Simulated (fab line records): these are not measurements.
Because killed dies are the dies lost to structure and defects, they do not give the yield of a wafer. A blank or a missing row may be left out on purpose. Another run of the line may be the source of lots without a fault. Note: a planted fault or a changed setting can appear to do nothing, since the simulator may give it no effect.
fab line records	flow gf180mcu
[record] lots = 24	wafers = 72	lastDay = 34
route steps=602 shown STI@5 MVSD@136 M2@364 V3@450 M4@460 V5@561
lots that met no fault: from a run of the same line without faults
startH: hours from the record's opening day to when the first of the lot's shown wafers began	waitH: hours from the lot's prior step to this one	" identical to the entry in the row above	L1.1+2: a row that stands for several wafers	- value missing, or start not given	* or withheld: withheld	< > ~ a bound
route shown NAME@n: NAME is a module with steps in the file, n the number in the route of the first one	usual: mean/standard deviation of fault-free wafers	same: alike in all rows	chamber/n: place in a boat	sites: the reading at each site	_std_site: standard deviation of those values	_edge_site: outer sites' mean less inner sites'	radiusMm: for every site, how far away it sits from the centre of the wafer	mask NAME#n: copy n	behind: tool/chamber where the wafer was last shaped	hold: reason for holding the lot/hours on hold/outcome of the hold	device: the n, p or np transistor that did not switch	end of line: tests of these same wafers at the route's end	a step given without rows: its recipe and nothing more	killed: at the first sort, the dies lost to defects and structure; wafer yield is something else	map: per-die view of a wafer (x killed, . not killed, _ where there is no die)
set.NAME: the setting as run; set.NAME@STEP: as run at that earlier step	model.NAME: the simulator's own value behind a step, which no gauge read
the route's steps for a sample of lots (tables are steps, rows are wafers)
services: when a tool's chamber went out of use (startH, in hours from the record's first day, below 0 if earlier), for how many hours, and the reason
[[steps]]
[step GF_STI_THK_MEAS_04]
[recipe] reads = Si3N4_of_STI_CVD_03
[usual] STI_CVD_03_THK = 206.3/2.3
lot.wafer	tool	chamber	startH	waitH	STI_CVD_03_THK[nm]
L074.4	filmMetro-01	-	14.28	0.0	205.7
L074.5	"	-	"	"	205.4
L074.6	"	-	"	"	207.0
L075.1	filmMetro-04	-	19.14	0.0	208.4
L075.2	"	-	"	"	209.2
L075.6	"	-	"	"	207.4
L076.1	filmMetro-01	-	26.04	0.0	205.8
L076.3	"	-	"	"	205.7
L076.4	"	-	"	"	205.4
L077.2	filmMetro-01	-	28.57	0.0	205.1
L077.3	"	-	"	"	206.5
L077.5	"	-	"	"	205.9
L078.1	filmMetro-03	-	33.98	0.0	209.1
L078.2	"	-	"	"	209.5
L078.4	"	-	"	"	208.4
L079.1	filmMetro-01	-	40.00	0.0	207.8
L079.3	"	-	"	"	208.0
L079.4	"	-	"	"	206.8
L080.3	filmMetro-01	-	44.57	0.0	210.2
L080.5	"	-	"	"	208.7
L080.6	"	-	"	"	209.8
L081.2	filmMetro-04	-	48.57	0.0	201.9
L081.5	"	-	"	"	202.4
L081.6	"	-	"	"	203.6
L082.2	filmMetro-04	-	53.57	0.0	206.0
L082.4	"	-	"	"	205.4
L082.5	"	-	"	"	203.8
L083.1	filmMetro-03	-	58.56	0.0	205.6
L083.2	"	-	"	"	206.5
L083.6	"	-	"	"	205.6
L084.1	filmMetro-04	-	64.82	0.0	207.9
L084.3	"	-	"	"	205.9
L084.6	"	-	"	"	205.0
L085.1	filmMetro-01	-	72.99	0.0	203.7
L085.3	"	-	"	"	204.1
L085.6	"	-	"	"	204.0
L086.3	filmMetro-01	-	76.92	0.0	206.3
L086.5	"	-	"	"	207.6
L086.6	"	-	"	"	206.8
L087.1	filmMetro-01	-	83.62	0.0	205.8
L087.4	"	-	"	"	205.1
L087.6	"	-	"	"	204.0
L088.1	filmMetro-03	-	83.62	0.0	209.0
L088.3	"	-	"	"	211.4
L088.6	"	-	"	"	211.1
L089.1	filmMetro-04	-	90.34	0.0	207.9
L089.3	"	-	"	"	208.6
L089.4	"	-	"	"	206.7
L090.1	filmMetro-04	-	94.36	0.0	202.6
L090.4	"	-	"	"	205.0
L090.5	"	-	"	"	203.8
L091.2	filmMetro-04	-	102.37	0.0	203.3
L091.3	"	-	"	"	204.4
L091.6	"	-	"	"	203.5
L092.1	filmMetro-03	-	106.44	0.0	206.5
L092.2	"	-	"	"	207.2
L092.3	"	-	"	"	205.1
L093.1	filmMetro-01	-	113.05	0.0	204.9
L093.3	"	-	"	"	203.2
L093.6	"	-	"	"	205.1
L094.1	filmMetro-03	-	118.79	0.0	205.7
L094.4	"	-	"	"	204.6
L094.5	"	-	"	"	202.9
L095.1	filmMetro-04	-	118.79	0.0	201.9
L095.3	"	-	"	"	203.0
L095.4	"	-	"	"	203.4
L096.2	filmMetro-03	-	124.33	0.0	211.4
L096.4	"	-	"	"	211.7
L096.5	"	-	"	"	211.6
L097.1	filmMetro-04	-	129.55	0.0	206.4
L097.2	"	-	"	"	206.0
L097.6	"	-	"	"	207.0
[step GF_VT_IMPLANT_RS_MEAS_46]
[recipe] thkMeasGauge = four-point-probe
[usual] MVSD_RS = 458.4/1
lot.wafer	tool	chamber	startH	waitH	MVSD_RS[ohm/sq]
L074.4	filmMetro-01	-	156.36	0.1	458.8
L074.5	"	-	"	"	458.4
L074.6	"	-	"	"	458.4
L075.1	filmMetro-03	-	158.41	0.1	457.6
L075.2	"	-	"	"	457.7
L075.6	"	-	"	"	458.1
L076.1	filmMetro-02	-	167.85	0.1	457.7
L076.3	"	-	"	"	459.5
L076.4	"	-	"	"	458.6
L077.2	filmMetro-01	-	173.33	0.1	459.4
L077.3	"	-	"	"	459.1
L077.5	"	-	"	"	461.4
L078.1	filmMetro-03	-	176.81	0.1	458.8
L078.2	"	-	"	"	458.6
L078.4	"	-	"	"	458.1
L079.1	filmMetro-01	-	188.16	0.1	459.2
L079.3	"	-	"	"	458.2
L079.4	"	-	"	"	458.1
L080.3	filmMetro-02	-	197.39	0.1	457.7
L080.5	"	-	"	"	458.4
L080.6	"	-	"	"	458.0
L081.2	filmMetro-01	-	208.78	0.1	460.0
L081.5	"	-	"	"	459.5
L081.6	"	-	"	"	460.4
L082.2	filmMetro-03	-	218.42	0.1	457.8
L082.4	"	-	"	"	457.7
L082.5	"	-	"	"	457.1
L083.1	filmMetro-03	-	219.66	0.1	459.1
L083.2	"	-	"	"	458.9
L083.6	"	-	"	"	458.6
L084.1	filmMetro-01	-	232.16	0.1	459.5
L084.3	"	-	"	"	458.5
L084.6	"	-	"	"	459.4
L085.1	filmMetro-03	-	239.10	0.1	458.4
L085.3	"	-	"	"	456.9
L085.6	"	-	"	"	457.7
L086.3	filmMetro-02	-	245.35	0.1	457.1
L086.5	"	-	"	"	456.8
L086.6	"	-	"	"	458.6
L088.1	filmMetro-01	-	256.55	0.1	460.8
L088.3	"	-	"	"	458.8
L088.6	"	-	"	"	459.6
L087.1	filmMetro-01	-	257.65	0.1	457.4
L087.4	"	-	"	"	457.2
L087.6	"	-	"	"	459.0
L090.1	filmMetro-01	-	268.46	0.1	456.9
L090.4	"	-	"	"	457.2
L090.5	"	-	"	"	456.2
L089.1	filmMetro-02	-	269.87	0.1	460.2
L089.3	"	-	"	"	459.3
L089.4	"	-	"	"	459.1
L091.2	filmMetro-03	-	274.22	0.1	457.6
L091.3	"	-	"	"	458.6
L091.6	"	-	"	"	457.8
L092.1	filmMetro-02	-	280.50	0.1	457.0
L092.2	"	-	"	"	457.3
L092.3	"	-	"	"	457.3
L093.1	filmMetro-03	-	288.61	0.1	457.0
L093.3	"	-	"	"	457.0
L093.6	"	-	"	"	456.5
L094.1	filmMetro-03	-	295.86	0.1	459.2
L094.4	"	-	"	"	459.1
L094.5	"	-	"	"	458.9
L095.1	filmMetro-02	-	298.66	0.1	458.2
L095.3	"	-	"	"	457.6
L095.4	"	-	"	"	458.8
L096.2	filmMetro-02	-	305.98	0.1	459.3
L096.4	"	-	"	"	459.0
L096.5	"	-	"	"	459.0
L097.1	filmMetro-02	-	313.50	0.1	458.4
L097.2	"	-	"	"	457.7
L097.6	"	-	"	"	457.5
[step GF_M2_SPUTTER_02]
[recipe] material = AlCu	targetThkNm = 450	powerW = 10600	timeS = 23.9	chamberPressurePa = 0.4
[usual] throttleValvePct = 30.5/0.87
lot.wafer	tool	chamber	startH	waitH	throttleValvePct
L074.4	pvdSputter-01	-	415.53	0.0	29.1
L074.5	"	-	"	"	29.3
L074.6	"	-	"	"	31.7
L075.1	pvdSputter-01	-	420.20	0.0	29.0
L075.2	"	-	"	"	31.5
L075.6	"	-	"	"	29.1
L076.1	pvdSputter-03	-	425.39	0.0	31.3
L076.3	"	-	"	"	31.6
L076.4	"	-	"	"	29.9
L077.2	pvdSputter-01	-	435.33	0.0	30.0
L077.3	"	-	"	"	28.9
L077.5	"	-	"	"	28.6
L078.1	pvdSputter-01	-	438.21	0.0	29.9
L078.2	"	-	"	"	28.4
L078.4	"	-	"	"	29.3
L079.1	pvdSputter-03	-	455.22	0.0	31.5
L079.3	"	-	"	"	30.9
L079.4	"	-	"	"	31.0
L080.3	pvdSputter-03	-	467.24	0.0	31.6
L080.5	"	-	"	"	31.0
L080.6	"	-	"	"	30.6
L081.2	pvdSputter-01	-	481.97	0.0	31.7
L081.5	"	-	"	"	31.8
L081.6	"	-	"	"	28.1
L082.2	pvdSputter-03	-	494.38	0.0	31.1
L082.4	"	-	"	"	29.7
L082.5	"	-	"	"	29.7
L083.1	pvdSputter-01	-	499.28	0.0	30.0
L083.2	"	-	"	"	28.4
L083.6	"	-	"	"	28.2
L084.1	pvdSputter-01	-	509.55	0.0	28.5
L084.3	"	-	"	"	29.9
L084.6	"	-	"	"	29.2
L085.1	pvdSputter-02	-	522.66	0.0	30.8
L085.3	"	-	"	"	30.7
L085.6	"	-	"	"	30.9
L086.3	pvdSputter-02	-	531.14	0.0	30.7
L086.5	"	-	"	"	30.8
L086.6	"	-	"	"	30.9
L087.1	pvdSputter-02	-	544.88	0.0	30.6
L087.4	"	-	"	"	30.9
L087.6	"	-	"	"	30.9
L088.1	pvdSputter-02	-	550.59	0.0	30.8
L088.3	"	-	"	"	30.6
L088.6	"	-	"	"	30.3
L090.1	pvdSputter-03	-	555.20	0.0	30.8
L090.4	"	-	"	"	30.9
L090.5	"	-	"	"	29.6
L091.2	pvdSputter-02	-	564.19	0.0	30.9
L091.3	"	-	"	"	30.6
L091.6	"	-	"	"	30.5
L089.1	pvdSputter-02	-	566.40	0.0	30.8
L089.3	"	-	"	"	30.5
L089.4	"	-	"	"	30.8
L092.1	pvdSputter-02	-	573.09	0.0	30.7
L092.2	"	-	"	"	31.1
L092.3	"	-	"	"	30.4
L093.1	pvdSputter-02	-	581.09	0.0	30.4
L093.3	"	-	"	"	31.0
L093.6	"	-	"	"	31.0
L094.1	pvdSputter-03	-	586.95	0.0	29.7
L094.4	"	-	"	"	31.4
L094.5	"	-	"	"	30.0
L095.1	pvdSputter-03	-	587.55	0.0	29.5
L095.3	"	-	"	"	31.0
L095.4	"	-	"	"	31.4
L096.2	pvdSputter-02	-	598.94	0.0	30.5
L096.4	"	-	"	"	30.5
L096.5	"	-	"	"	30.7
L097.1	pvdSputter-02	-	611.16	0.0	30.6
L097.2	"	-	"	"	30.9
L097.6	"	-	"	"	30.4
[step GF_V3_SPUTTER_21]
[recipe] material = Ti	targetThkNm = 15	chamberPressurePa = 5	powerW = 2500	substrateTempC = 200	timeS = 80.02
[usual] throttleValvePct = 30.6/0.84
lot.wafer	tool	chamber	startH	waitH	throttleValvePct
L074.4	pvdSputter-03	-	516.37	0.0	31.0
L074.5	"	-	"	"	31.0
L074.6	"	-	"	"	30.8
L075.1	pvdSputter-04	-	521.67	0.0	30.3
L075.2	"	-	"	"	32.3
L075.6	"	-	"	"	30.4
L076.1	pvdSputter-04	-	527.11	0.0	30.4
L076.3	"	-	"	"	28.8
L076.4	"	-	"	"	32.0
L077.2	pvdSputter-02	-	536.02	0.0	30.8
L077.3	"	-	"	"	30.7
L077.5	"	-	"	"	30.8
L078.1	pvdSputter-02	-	537.57	0.0	30.8
L078.2	"	-	"	"	30.5
L078.4	"	-	"	"	30.6
L079.1	pvdSputter-04	-	553.82	0.0	32.3
L079.3	"	-	"	"	30.7
L079.4	"	-	"	"	30.2
L080.3	pvdSputter-03	-	564.97	0.0	31.3
L080.5	"	-	"	"	31.1
L080.6	"	-	"	"	31.0
L081.2	pvdSputter-03	-	578.77	0.0	31.2
L081.5	"	-	"	"	29.9
L081.6	"	-	"	"	30.9
L082.2	pvdSputter-02	-	589.11	0.0	30.5
L082.4	"	-	"	"	30.7
L082.5	"	-	"	"	30.5
L083.1	pvdSputter-04	-	594.57	0.0	30.5
L083.2	"	-	"	"	32.3
L083.6	"	-	"	"	29.1
L084.1	pvdSputter-02	-	602.97	0.0	30.7
L084.3	"	-	"	"	30.5
L084.6	"	-	"	"	30.5
L085.1	pvdSputter-03	-	615.44	0.0	30.9
L085.3	"	-	"	"	30.1
L085.6	"	-	"	"	30.8
L086.3	pvdSputter-04	-	620.96	0.0	29.1
L086.5	"	-	"	"	30.5
L086.6	"	-	"	"	29.0
L087.1	pvdSputter-04	-	635.31	0.0	30.3
L087.4	"	-	"	"	29.1
L087.6	"	-	"	"	32.2
L088.1	pvdSputter-04	-	640.41	0.0	30.2
L088.3	"	-	"	"	32.3
L088.6	"	-	"	"	30.2
L090.1	pvdSputter-04	-	644.61	0.0	30.4
L090.4	"	-	"	"	32.1
L090.5	"	-	"	"	30.1
L091.2	pvdSputter-04	-	652.76	0.0	32.3
L091.3	"	-	"	"	30.4
L091.6	"	-	"	"	30.4
L089.1	pvdSputter-02	-	654.11	0.0	30.8
L089.3	"	-	"	"	30.3
L089.4	"	-	"	"	30.7
L092.1	pvdSputter-02	-	659.33	0.0	30.8
L092.2	"	-	"	"	30.6
L092.3	"	-	"	"	30.5
L093.1	pvdSputter-02	-	668.07	0.0	30.9
L093.3	"	-	"	"	30.5
L093.6	"	-	"	"	30.8
L094.1	pvdSputter-02	-	671.67	0.0	30.4
L094.4	"	-	"	"	30.7
L094.5	"	-	"	"	30.7
L095.1	pvdSputter-02	-	672.96	0.0	30.6
L095.3	"	-	"	"	30.5
L095.4	"	-	"	"	30.8
L096.2	pvdSputter-04	-	683.55	0.0	30.4
L096.4	"	-	"	"	30.3
L096.5	"	-	"	"	30.7
L097.1	pvdSputter-03	-	694.62	0.0	29.5
L097.2	"	-	"	"	31.2
L097.6	"	-	"	"	31.1
[step GF_M4_SPUTTER_04]
[recipe] material = TiN	targetThkNm = 50	powerW = 6500	timeS = 41.7	chamberPressurePa = 0.4
[usual] throttleValvePct = 30.5/0.79
lot.wafer	tool	chamber	startH	waitH	throttleValvePct
L074.4	pvdSputter-03	-	517.24	0.0	30.9
L074.5	"	-	"	"	31.4
L074.6	"	-	"	"	29.7
L076.1	pvdSputter-02	-	527.98	0.0	30.5
L076.3	"	-	"	"	31.0
L076.4	"	-	"	"	30.6
L077.2	pvdSputter-03	-	536.90	0.0	31.0
L077.3	"	-	"	"	31.2
L077.5	"	-	"	"	31.4
L078.1	pvdSputter-02	-	538.44	0.0	31.0
L078.2	"	-	"	"	30.5
L078.4	"	-	"	"	30.8
L079.1	pvdSputter-02	-	554.69	0.0	30.8
L079.3	"	-	"	"	30.6
L079.4	"	-	"	"	30.4
L080.3	pvdSputter-03	-	565.85	0.0	31.0
L080.5	"	-	"	"	31.0
L080.6	"	-	"	"	31.0
L081.2	pvdSputter-03	-	579.68	0.0	29.7
L081.5	"	-	"	"	31.2
L081.6	"	-	"	"	30.9
L082.2	pvdSputter-03	-	590.00	0.0	31.8
L082.4	"	-	"	"	30.8
L082.5	"	-	"	"	29.9
L083.1	pvdSputter-02	-	595.50	0.0	30.7
L083.2	"	-	"	"	30.3
L083.6	"	-	"	"	30.5
L075.1	pvdSputter-01	-	600.88	0.0	30.1
L075.2	"	-	"	"	31.7
L075.6	"	-	"	"	32.1
L084.1	pvdSputter-01	-	603.84	0.0	29.0
L084.3	"	-	"	"	30.1
L084.6	"	-	"	"	30.0
L085.1	pvdSputter-02	-	616.32	0.0	30.5
L085.3	"	-	"	"	30.7
L085.6	"	-	"	"	30.8
L086.3	pvdSputter-01	-	621.84	0.0	31.5
L086.5	"	-	"	"	31.7
L086.6	"	-	"	"	28.3
L087.1	pvdSputter-02	-	636.18	0.0	30.5
L087.4	"	-	"	"	31.0
L087.6	"	-	"	"	30.5
L088.1	pvdSputter-01	-	641.28	0.0	28.2
L088.3	"	-	"	"	29.1
L088.6	"	-	"	"	30.0
L090.1	pvdSputter-02	-	645.48	0.0	30.7
L090.4	"	-	"	"	31.1
L090.5	"	-	"	"	30.7
L091.2	pvdSputter-01	-	653.64	0.0	28.4
L091.3	"	-	"	"	31.6
L091.6	"	-	"	"	30.0
L089.1	pvdSputter-02	-	654.98	0.0	30.9
L089.3	"	-	"	"	30.4
L089.4	"	-	"	"	30.9
L092.1	pvdSputter-02	-	660.22	0.0	30.7
L092.2	"	-	"	"	30.5
L092.3	"	-	"	"	30.4
L093.1	pvdSputter-02	-	668.94	0.0	30.7
L093.3	"	-	"	"	30.7
L093.6	"	-	"	"	31.0
L094.1	pvdSputter-01	-	672.55	0.0	30.0
L094.4	"	-	"	"	31.7
L094.5	"	-	"	"	30.3
L095.1	pvdSputter-02	-	673.84	0.0	30.9
L095.3	"	-	"	"	30.6
L095.4	"	-	"	"	30.7
L096.2	pvdSputter-03	-	684.61	0.0	31.1
L096.4	"	-	"	"	30.9
L096.5	"	-	"	"	31.3
L097.1	pvdSputter-03	-	695.50	0.0	30.6
L097.2	"	-	"	"	31.2
L097.6	"	-	"	"	31.0
[step GF_V5_SPUTTER_21]
[recipe] material = Ti	targetThkNm = 15	chamberPressurePa = 5	powerW = 2500	substrateTempC = 200	timeS = 80.02
[usual] throttleValvePct = 30.7/0.89
lot.wafer	tool	chamber	startH	waitH	throttleValvePct
L074.4	pvdSputter-04	-	629.29	0.0	30.5
L074.5	"	-	"	"	32.2
L074.6	"	-	"	"	30.1
L076.1	pvdSputter-02	-	639.69	0.0	30.8
L076.3	"	-	"	"	30.3
L076.4	"	-	"	"	30.9
L077.2	pvdSputter-04	-	648.28	0.0	30.6
L077.3	"	-	"	"	30.6
L077.5	"	-	"	"	30.4
L078.1	pvdSputter-04	-	649.40	0.0	29.0
L078.2	"	-	"	"	30.6
L078.4	"	-	"	"	30.4
L079.1	pvdSputter-02	-	661.82	0.0	30.7
L079.3	"	-	"	"	30.7
L079.4	"	-	"	"	30.7
L080.3	pvdSputter-04	-	672.75	0.0	30.2
L080.5	"	-	"	"	29.1
L080.6	"	-	"	"	30.2
L081.2	pvdSputter-03	-	684.80	0.0	31.5
L081.5	"	-	"	"	31.1
L081.6	"	-	"	"	31.5
L082.2	pvdSputter-02	-	695.04	0.0	30.8
L082.4	"	-	"	"	30.4
L082.5	"	-	"	"	30.8
L083.1	pvdSputter-04	-	699.44	0.0	30.4
L083.2	"	-	"	"	30.7
L083.6	"	-	"	"	32.2
L075.1	pvdSputter-02	-	704.83	0.0	30.8
L075.2	"	-	"	"	31.0
L075.6	"	-	"	"	30.9
L084.1	pvdSputter-03	-	707.09	0.0	31.0
L084.3	"	-	"	"	31.1
L084.6	"	-	"	"	31.6
L085.1	pvdSputter-03	-	718.21	0.0	31.0
L085.3	"	-	"	"	31.1
L085.6	"	-	"	"	31.2
L086.3	pvdSputter-04	-	722.92	0.0	30.4
L086.5	"	-	"	"	29.1
L086.6	"	-	"	"	30.5
L087.1	pvdSputter-03	-	735.49	0.0	30.7
L087.4	"	-	"	"	31.2
L087.6	"	-	"	"	31.2
L088.1	pvdSputter-03	-	740.85	0.0	30.8
L088.3	"	-	"	"	31.6
L088.6	"	-	"	"	31.3
L090.1	pvdSputter-04	-	744.62	0.0	30.2
L090.4	"	-	"	"	29.0
L090.5	"	-	"	"	32.2
L091.2	pvdSputter-03	-	749.74	0.0	30.8
L091.3	"	-	"	"	30.0
L091.6	"	-	"	"	31.7
L089.1	pvdSputter-03	-	751.29	0.0	29.6
L089.3	"	-	"	"	30.9
L089.4	"	-	"	"	31.5
L092.1	pvdSputter-03	-	757.34	0.0	31.1
L092.2	"	-	"	"	30.9
L092.3	"	-	"	"	29.8
L093.1	pvdSputter-04	-	764.10	0.0	30.5
L093.3	"	-	"	"	32.4
L093.6	"	-	"	"	32.2
L094.1	pvdSputter-04	-	766.94	0.0	30.4
L094.4	"	-	"	"	28.9
L094.5	"	-	"	"	30.1
L095.1	pvdSputter-03	-	768.59	0.0	30.9
L095.3	"	-	"	"	31.1
L095.4	"	-	"	"	31.7
L096.2	pvdSputter-04	-	779.12	0.0	30.4
L096.4	"	-	"	"	32.1
L096.5	"	-	"	"	32.1
L097.1	pvdSputter-03	-	787.04	0.0	31.4
L097.2	"	-	"	"	30.1
L097.6	"	-	"	"	31.6
[[services]]
tool	chamber	startH	hours	kind
pvdSputter-02	3	422.18	-	consumableReplace:kit
pvdSputter-02	3	422.18	18.0	scheduledDown
pvdSputter-02	3	422.18	18.0	ventCycle
pvdSputter-04	-	430.10	1.1	repair
pvdSputter-04	-	483.64	14.4	repair
pvdSputter-03	-	490.77	2.9	repair
pvdSputter-02	-	539.27	1.1	repair
pvdSputter-01	-	563.22	1.0	repair
pvdSputter-02	2	573.18	-	consumableReplace:kit
pvdSputter-02	2	573.18	18.0	scheduledDown
pvdSputter-02	2	573.18	18.0	ventCycle
pvdSputter-03	-	590.47	10.7	repair
pvdSputter-03	-	617.98	56.6	repair
pvdSputter-02	-	646.42	1.2	repair
pvdSputter-02	1	666.95	-	consumableReplace:kit
pvdSputter-02	1	666.95	18.0	scheduledDown
pvdSputter-02	1	666.95	18.0	ventCycle
pvdSputter-04	-	673.27	2.7	repair
pvdSputter-01	-	673.84	2.4	repair
pvdSputter-02	-	682.05	7.9	repair
pvdSputter-03	-	686.16	4.2	repair
pvdSputter-04	-	707.95	14.7	repair
pvdSputter-04	-	733.16	3.1	repair
pvdSputter-01	-	755.67	7.6	repair
[[key]]
fault none
